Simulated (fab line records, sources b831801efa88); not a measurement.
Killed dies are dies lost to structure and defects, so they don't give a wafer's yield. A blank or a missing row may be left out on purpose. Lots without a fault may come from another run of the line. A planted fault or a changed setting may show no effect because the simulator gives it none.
Which tool did it? | flow gf180mcu | 13 lots, 39 wafers sampled, at 5 steps of a route of 602

WHAT THE GAUGES READ, wafer by wafer
GF_PSD_RS_MEAS_14: measures by four-point-probe. Usual: NSD_RS 46.13 ohm/sq, standard deviation 0.086.
lot  | measured     | on            | NSD_RS (ohm/sq)   | flag
L653 | day 14 07:32 | film_metro-02 | 46.22 46.18 46.17 |
L655 | day 15 00:32 | film_metro-03 | 46.16 46.21 46.19 |
L657 | day 15 17:07 | film_metro-01 | 46.14 46.15 46.16 |
L656 | day 15 18:28 | film_metro-03 | 46.19 46.14 46.06 |
L658 | day 16 02:25 | film_metro-01 | 46.10 46.24 46.19 |
L659 | day 16 15:29 | film_metro-02 | 46.10 46.13 46.13 |
L660 | day 17 01:20 | film_metro-02 | 46.03 46.02 46.02 |
L663 | day 17 23:38 | film_metro-03 | 46.16 46.05 46.10 |
L667 | day 19 00:46 | film_metro-03 | 46.01 46.21 46.04 |
L668 | day 19 09:28 | film_metro-01 | 46.48 46.39 46.41 | OFF
L674 | day 21 08:43 | film_metro-03 | 46.10 46.08 46.09 |
L675 | day 21 18:19 | film_metro-03 | 46.11 46.09 45.99 |
L676 | day 22 06:10 | film_metro-01 | 46.05 46.21 46.05 |

GF_M1_OVL_MEAS_15. Usual: M1_OVL 0 nm, standard deviation 4.6.
lot  | measured     | on         | M1_OVL (nm) | flag
L653 | day 17 04:41 | overlay-01 | -1 -1 -7    |
L655 | day 17 22:42 | overlay-01 | -4 -8 3     |
L657 | day 18 17:20 | overlay-01 | 0 2 -4      |
L656 | day 18 19:35 | overlay-02 | 3 4 4       |
L658 | day 19 04:20 | overlay-02 | 7 -4 9      |
L659 | day 19 17:14 | overlay-02 | 2 -1 2      |
L660 | day 20 03:50 | overlay-01 | -4 -1 -5    |
L663 | day 21 02:17 | overlay-01 | 2 -2 0      |
L667 | day 22 03:50 | overlay-02 | 2 0 -5      |
L668 | day 22 10:59 | overlay-01 | -2 -7 -3    |
L674 | day 24 08:30 | overlay-01 | 3 -2 1      |
L675 | day 24 16:29 | overlay-02 | 5 -2 -2     |
L676 | day 25 04:23 | overlay-02 | 3 1 1       |

GF_M2_THK_MEAS_06: measures by xrf. Usual: M2_ALCU_THK 446 nm, standard deviation 6.8.
lot  | measured     | on            | M2_ALCU_THK (nm) | flag
L653 | day 18 06:47 | film_metro-04 | 448 452 451      |
L655 | day 19 01:05 | film_metro-04 | 436 444 451      |
L657 | day 19 20:19 | film_metro-03 | 452 445 446      |
L656 | day 19 23:01 | film_metro-03 | 447 447 447      |
L658 | day 20 07:25 | film_metro-02 | 442 443 444      |
L659 | day 20 20:49 | film_metro-03 | 444 455 454      |
L660 | day 21 06:59 | film_metro-02 | 439 449 431      |
L663 | day 22 05:02 | film_metro-02 | 454 459 441      |
L667 | day 23 05:46 | film_metro-04 | 438 443 452      |
L668 | day 23 13:12 | film_metro-04 | 438 429 430      |
L674 | day 25 09:38 | film_metro-02 | 454 443 450      |
L675 | day 25 17:05 | film_metro-02 | 450 432 434      |
L676 | day 26 05:09 | film_metro-04 | 441 437 457      |

WHICH TOOL RAN EACH LOT (tool, then ch and the chambers of the sampled wafers, then the start)
lot  | GF_NSD_IMPLANT_10               | GF_M2_SPUTTER_00
L653 | implanter-04 ch 0, day 13 10:09 | pvd_sputter-03, day 18 06:26
L655 | implanter-04 ch 0, day 14 03:00 | pvd_sputter-01, day 19 00:44
L657 | implanter-01 ch 0, day 14 18:43 | pvd_sputter-02, day 19 19:59
L656 | implanter-03 ch 0, day 14 20:08 | pvd_sputter-03, day 19 22:41
L658 | implanter-03 ch 0, day 15 04:00 | pvd_sputter-03, day 20 07:04
L659 | implanter-01 ch 0, day 15 16:00 | pvd_sputter-03, day 20 20:28
L660 | implanter-04 ch 0, day 16 02:08 | pvd_sputter-03, day 21 06:38
L663 | implanter-01 ch 0, day 16 23:44 | pvd_sputter-02, day 22 04:42
L667 | implanter-03 ch 0, day 18 00:35 | pvd_sputter-01, day 23 05:25
L668 | implanter-01 ch 0, day 18 08:34 | pvd_sputter-03, day 23 12:52
L674 | implanter-04 ch 0, day 20 08:40 | pvd_sputter-02, day 25 09:16
L675 | implanter-04 ch 0, day 20 18:34 | pvd_sputter-03, day 25 16:44
L676 | implanter-04 ch 0, day 21 06:04 | pvd_sputter-03, day 26 04:49
- GF_NSD_IMPLANT_10
- GF_M2_SPUTTER_00: material Ti, target thk 37.5 nm, time 150 s.

WHAT THE TOOLS THEMSELVES READ (means of the sampled wafers that have a number; where no wafer has one, the mark that the record gives instead)
GF_M2_SPUTTER_00. Usual: throttle_valve_pct 29.5 %, standard deviation 0.93.
lot  | tool           | throttle_valve_pct (%) | flag
L653 | pvd_sputter-03 | 29.1                   |
L655 | pvd_sputter-01 | 30.3                   |
L657 | pvd_sputter-02 | 29.7                   |
L656 | pvd_sputter-03 | 29.5                   |
L658 | pvd_sputter-03 | 29.5                   |
L659 | pvd_sputter-03 | 29.5                   |
L660 | pvd_sputter-03 | 29.4                   |
L663 | pvd_sputter-02 | 28.5                   |
L667 | pvd_sputter-01 | 30.3                   |
L668 | pvd_sputter-03 | 29.7                   |
L674 | pvd_sputter-02 | 29.3                   |
L675 | pvd_sputter-03 | 29.8                   |
L676 | pvd_sputter-03 | 29.8                   |

THE ANSWER, worked out from the rows above alone
Rule: a lot is off if the mean of its wafers that have a number lies more than 3 standard deviations from the usual mean. A lot without any number at a reading at which 4 lots or more have one is off too. The other lots that the step has rows for count as sound. The gauges are gone through in route order, then the tools' own readings, and for those a lot's mean is taken as printed above. The first step at which some lot is off is used, and at that step the reading that is off furthest; a lot without a number counts as furthest.
Off: L668, at GF_PSD_RS_MEAS_14 (NSD_RS).
A tool fits if, at a process step before that reading, it ran every lot that is off, and no sound lot after the first of them. The gauges at GF_PSD_RS_MEAS_14 are tried like those tools. One fits: implanter-01 at GF_NSD_IMPLANT_10. Its last sound lot is L663 (day 16 23:44), its first lot that is off L668 (day 18 08:34): a fault that began between those two fits.

WHAT THE SIMULATOR HAD PUT IN
Process parameter drift: implanter-01, from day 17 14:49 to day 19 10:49, at GF_NSD_IMPLANT_10. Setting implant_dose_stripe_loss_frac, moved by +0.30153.
Lots struck among those shown: L668. The rule above found the same.
